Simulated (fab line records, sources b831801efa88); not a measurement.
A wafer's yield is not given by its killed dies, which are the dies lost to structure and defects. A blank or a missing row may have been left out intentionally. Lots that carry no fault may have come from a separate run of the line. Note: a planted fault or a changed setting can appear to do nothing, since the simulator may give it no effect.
Which tool did it? | flow gf180mcu | 13 lots, 39 wafers sampled, at 6 steps of a route of 602

WHAT EACH GAUGE READ, for each wafer
GF_NSD_TW_MEAS_12. Usual: NSD_TW 4257, standard deviation 34.
lot  | measured     | on           | NSD_TW         | flag
L450 | day 13 12:25 | filmMetro-02 | 4304 4329 4319 | 
L456 | day 15 22:45 | filmMetro-01 | 4202 4239 4202 | 
L457 | day 16 05:10 | filmMetro-01 | 4215 4218 4207 | 
L462 | day 17 15:34 | filmMetro-01 | 4268 4231 4253 | 
L463 | day 17 19:19 | filmMetro-02 | 4279 4253 4263 | 
L464 | day 18 11:07 | filmMetro-04 | 4228 4224 4204 | 
L465 | day 18 17:21 | filmMetro-02 | 4314 4307 4285 | 
L468 | day 19 17:56 | filmMetro-04 | 4233 4218 4232 | 
L469 | day 20 06:49 | filmMetro-02 | 4277 4303 4298 | 
L470 | day 20 10:53 | filmMetro-02 | 4315 4315 4284 | 
L471 | day 20 15:50 | filmMetro-04 | 4248 4224 4229 | 
L472 | day 21 02:48 | filmMetro-04 | 4217 4210 4202 | 
L473 | day 21 10:38 | filmMetro-04 | 4265 4241 4241 | 

GF_PSD_OVL_MEAS_08. Usual: PSD_OVL 0.1 nm, standard deviation 1.1.
lot  | measured     | on         | PSD_OVL (nm)   | flag
L450 | day 14 09:07 | overlay-02 | -1.0 -2.9 -0.3 | 
L456 | day 16 20:50 | overlay-01 | 0.9 -1.5 -2.0  | 
L457 | day 17 04:23 | overlay-01 | -0.4 -0.1 0.9  | 
L462 | day 18 14:44 | overlay-01 | -0.2 -0.6 -1.2 | 
L463 | day 18 19:20 | overlay-01 | -0.1 -0.4 0.0  | 
L464 | day 19 11:00 | overlay-01 | 1.2 1.7 -0.3   | 
L465 | day 19 18:14 | overlay-01 | 2.4 0.2 0.6    | 
L468 | day 20 18:26 | overlay-01 | 1.3 2.3 1.6    | 
L469 | day 21 07:06 | overlay-01 | 0.8 0.3 1.9    | 
L470 | day 21 10:53 | overlay-01 | -0.5 0.7 0.5   | 
L471 | day 21 16:03 | overlay-02 | -0.7 -0.9 -1.5 | 
L472 | day 22 02:09 | overlay-01 | -0.3 0.1 -0.4  | 
L473 | day 22 10:11 | overlay-02 | -0.4 1.3 1.3   | 

GF_PSD_RS_MEAS_14: measures by four-point-probe. Usual: NSD_RS 46.11 ohm/sq, standard deviation 0.08.
lot  | measured     | on           | NSD_RS (ohm/sq)   | flag
L450 | day 14 09:35 | filmMetro-04 | 46.17 46.09 46.09 | 
L456 | day 16 21:24 | filmMetro-01 | 48.91 48.97 48.99 | OFF
L457 | day 17 04:52 | filmMetro-02 | 49.05 49.04 49.04 | OFF
L462 | day 18 15:14 | filmMetro-01 | 46.21 46.14 46.13 | 
L463 | day 18 19:50 | filmMetro-02 | 46.19 46.32 46.11 | 
L464 | day 19 11:31 | filmMetro-02 | 46.22 46.28 46.14 | 
L465 | day 19 18:45 | filmMetro-04 | 46.12 46.02 46.02 | 
L468 | day 20 18:55 | filmMetro-02 | 46.12 45.93 46.11 | 
L469 | day 21 07:37 | filmMetro-02 | 46.08 46.12 46.15 | 
L470 | day 21 11:22 | filmMetro-01 | 46.18 46.19 46.14 | 
L471 | day 21 16:34 | filmMetro-02 | 46.23 46.20 46.20 | 
L472 | day 22 02:40 | filmMetro-04 | 46.07 46.07 46.13 | 
L473 | day 22 10:41 | filmMetro-04 | 46.03 46.19 46.06 | 

GF_PSD_RS_MEAS_15: measures by four-point-probe. Usual: PSD_RS 108.50 ohm/sq, standard deviation 0.25.
lot  | measured     | on           | PSD_RS (ohm/sq)      | flag
L450 | day 14 09:43 | filmMetro-04 | 108.42 108.53 108.61 | 
L456 | day 16 21:31 | filmMetro-01 | 116.68 116.23 116.71 | OFF
L457 | day 17 04:59 | filmMetro-02 | 116.74 116.67 116.69 | OFF
L462 | day 18 15:21 | filmMetro-01 | 108.55 108.24 108.59 | 
L463 | day 18 19:57 | filmMetro-02 | 108.11 108.82 108.42 | 
L464 | day 19 11:38 | filmMetro-02 | 108.70 108.56 108.52 | 
L465 | day 19 18:52 | filmMetro-04 | 108.81 108.10 108.33 | 
L468 | day 20 19:02 | filmMetro-02 | 108.35 107.97 108.18 | 
L469 | day 21 07:44 | filmMetro-02 | 108.36 108.28 108.41 | 
L470 | day 21 11:29 | filmMetro-01 | 108.74 108.75 108.80 | 
L471 | day 21 16:41 | filmMetro-02 | 108.36 108.20 108.32 | 
L472 | day 22 02:47 | filmMetro-04 | 108.12 108.36 108.56 | 
L473 | day 22 10:48 | filmMetro-04 | 108.50 108.02 108.15 | 

GF_SAB_CD_MEAS_09 targets a cd of 420 nm. Usual: cdNm 420.0 nm, standard deviation 2.2.
lot  | measured     | on       | cdNm (nm)         | flag
L450 | day 15 06:59 | cdSem-02 | 420.6 420.3 419.4 | 
L456 | day 17 20:49 | cdSem-02 | 421.0 422.5 422.1 | 
L457 | day 18 03:19 | cdSem-02 | 418.0 415.7 416.4 | 
L462 | day 19 16:02 | cdSem-02 | 423.7 421.5 422.4 | 
L463 | day 19 19:50 | cdSem-01 | 418.7 417.8 416.4 | 
L464 | day 20 11:58 | cdSem-01 | 422.3 422.1 421.3 | 
L465 | day 20 18:58 | cdSem-02 | 421.1 421.4 423.7 | 
L468 | day 21 18:46 | cdSem-01 | 423.3 421.1 420.7 | 
L469 | day 22 07:08 | cdSem-01 | 420.1 418.2 420.3 | 
L470 | day 22 10:43 | cdSem-01 | 417.4 417.8 418.1 | 
L471 | day 22 16:52 | cdSem-01 | 421.2 419.7 420.2 | 
L472 | day 23 01:55 | cdSem-01 | 417.7 418.3 419.2 | 
L473 | day 23 09:08 | cdSem-01 | 418.7 419.0 419.0 | 

WHAT TOOL EACH LOT RAN ON (gives the tool, then ch and the chambers of the sampled wafers, and finally the start)
lot  | GF_PSD_RTA_13
L450 | rtpAnneal-01 ch 0, day 14 09:31
L456 | rtpAnneal-01 ch 0, day 16 21:19
L457 | rtpAnneal-01 ch 0, day 17 04:47
L462 | rtpAnneal-02 ch 0, day 18 15:08
L463 | rtpAnneal-02 ch 0, day 18 19:44
L464 | rtpAnneal-02 ch 0, day 19 11:25
L465 | rtpAnneal-02 ch 0, day 19 18:39
L468 | rtpAnneal-02 ch 0, day 20 18:50
L469 | rtpAnneal-01 ch 0, day 21 07:31
L470 | rtpAnneal-01 ch 0, day 21 11:16
L471 | rtpAnneal-01 ch 0, day 21 16:28
L472 | rtpAnneal-01 ch 0, day 22 02:34
L473 | rtpAnneal-01 ch 0, day 22 10:35
- GF_PSD_RTA_13: time 20 s.

WHAT THE TOOLS THEMSELVES READ (means of the sampled wafers that have a number; where no wafer has one, the mark that the record gives instead)
GF_PSD_RTA_13. Usual: lampPowerPct 33.6 %, standard deviation 3; runLengthS 48.82 s, standard deviation 0.2; wafer_temp_C_max 1029.0, standard deviation 0.87.
lot  | tool         | lampPowerPct (%) | runLengthS (s) | wafer_temp_C_max | flag
L450 | rtpAnneal-01 | 36.1             | 48.72          | 1029.0           | 
L456 | rtpAnneal-01 | 35.9             | 39.05          | 1028.9           | OFF
L457 | rtpAnneal-01 | 35.9             | 38.93          | 1028.6           | OFF
L462 | rtpAnneal-02 | 30.1             | 48.91          | 1028.2           | 
L463 | rtpAnneal-02 | 30.1             | 48.90          | 1028.5           | 
L464 | rtpAnneal-02 | 30.1             | 49.09          | 1028.7           | 
L465 | rtpAnneal-02 | 30.1             | 49.01          | 1029.0           | 
L468 | rtpAnneal-02 | 30.1             | 48.95          | 1029.0           | 
L469 | rtpAnneal-01 | 36.2             | 48.74          | 1028.5           | 
L470 | rtpAnneal-01 | 36.2             | 48.64          | 1029.0           | 
L471 | rtpAnneal-01 | 36.1             | 48.67          | 1030.3           | 
L472 | rtpAnneal-01 | 36.1             | 48.77          | 1029.5           | 
L473 | rtpAnneal-01 | 36.2             | 48.66          | 1028.9           | 

THE ANSWER, worked out from the rows above alone
Rule: a lot is off if the mean of its wafers that have a number lies more than 3 standard deviations from the usual mean. A lot without any number at a reading at which 4 lots or more have one is off too. Where the step has rows for the other lots, those lots are counted as sound. First the gauges in route order, then the tools' own readings, where a lot's mean is used as printed above. At the first step where some lot is off, the reading lying furthest off is the one used; lots without a number count as furthest.
Off: L456, L457, at GF_PSD_RS_MEAS_14 (NSD_RS).
If a tool, at a process step before that reading, ran all the lots that are off and no sound lot after the first of them, it fits. The gauges at GF_PSD_RS_MEAS_14 aren't tried: what is off there is off at GF_PSD_RTA_13 too, on other tools, and a gauge's error can't cause that. None of those tried fits.

WHAT THE SIMULATOR HAD PUT IN
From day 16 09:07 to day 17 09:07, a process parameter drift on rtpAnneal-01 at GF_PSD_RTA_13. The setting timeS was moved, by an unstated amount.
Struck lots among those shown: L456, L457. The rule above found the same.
